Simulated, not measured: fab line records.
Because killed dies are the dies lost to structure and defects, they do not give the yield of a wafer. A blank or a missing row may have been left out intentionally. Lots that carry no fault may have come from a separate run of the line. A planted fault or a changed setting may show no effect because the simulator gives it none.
Which of the tools did it? / flow sfq-line / Sampling: 7 lots, 21 wafers, 2 of 325 route steps

WHAT EACH GAUGE READ, for each wafer
SFQ_R5_RS_MEAS_933: uses a four-point probe to measure.
lot=L363; measured=day 55 00:55; on=film-metro-04; R5_MONX_RS (ohm/sq)=7.05 7.10 7.05
lot=L365; measured=day 55 03:55; on=film-metro-04; R5_MONX_RS (ohm/sq)=7.13 7.00 7.13
lot=L370; measured=day 59 00:47; on=film-metro-03; R5_MONX_RS (ohm/sq)=5.81 5.71 5.81
lot=L375; measured=day 60 06:48; on=film-metro-02; R5_MONX_RS (ohm/sq)=7.10 7.08 7.01
lot=L377; measured=day 60 14:56; on=film-metro-04; R5_MONX_RS (ohm/sq)=6.97 7.04 7.08
lot=L381; measured=day 61 19:52; on=film-metro-03; R5_MONX_RS (ohm/sq)=7.17 7.08 7.04
lot=L383; measured=day 62 08:40; on=film-metro-03; R5_MONX_RS (ohm/sq)=7.17 7.08 7.22

TOOL THAT RAN EACH LOT (tool first, then ch and the chambers of the sampled wafers, then the start)
lot=L363; SFQ_TRILAYER_R5_DEP_SPUTTER_133=pvd-sputter-03, day 55 00:49
lot=L365; SFQ_TRILAYER_R5_DEP_SPUTTER_133=pvd-sputter-05, day 55 03:49
lot=L370; SFQ_TRILAYER_R5_DEP_SPUTTER_133=pvd-sputter-06, day 59 00:41
lot=L375; SFQ_TRILAYER_R5_DEP_SPUTTER_133=pvd-sputter-05, day 60 06:42
lot=L377; SFQ_TRILAYER_R5_DEP_SPUTTER_133=pvd-sputter-05, day 60 14:52
lot=L381; SFQ_TRILAYER_R5_DEP_SPUTTER_133=pvd-sputter-06, day 61 19:47
lot=L383; SFQ_TRILAYER_R5_DEP_SPUTTER_133=pvd-sputter-06, day 62 08:36
- SFQ_TRILAYER_R5_DEP_SPUTTER_133: material MoNx, target thk 40 nm, time 66.7 s.

THE ANSWER, worked out from the rows above alone
Rule: what is usual is taken from the lots themselves. The widest of any qualifying gaps counts: lots, ordered by their means at a reading, are off when they make up no more than a third of the lots, leave a main group of 4 or more, and stand apart from it by 3 or more times the standard deviation of that group's means. If all means in a main group match to the digits the tables above print for the reading, that group is not used. A lot without any number at a reading at which 4 lots or more have one is off too. The other lots that the step has rows for count as sound.
Off: L370, at SFQ_R5_RS_MEAS_933 (R5_MONX_RS). Main group: mean 7.08 ohm/sq, sd 0.039.
If a tool, at a process step before that reading, ran all the lots that are off and no sound lot after the first of them, it fits. The gauges at SFQ_R5_RS_MEAS_933 are tried like those tools. Not one of the candidates tried fits.

WHAT THE SIMULATOR HAD INSERTED
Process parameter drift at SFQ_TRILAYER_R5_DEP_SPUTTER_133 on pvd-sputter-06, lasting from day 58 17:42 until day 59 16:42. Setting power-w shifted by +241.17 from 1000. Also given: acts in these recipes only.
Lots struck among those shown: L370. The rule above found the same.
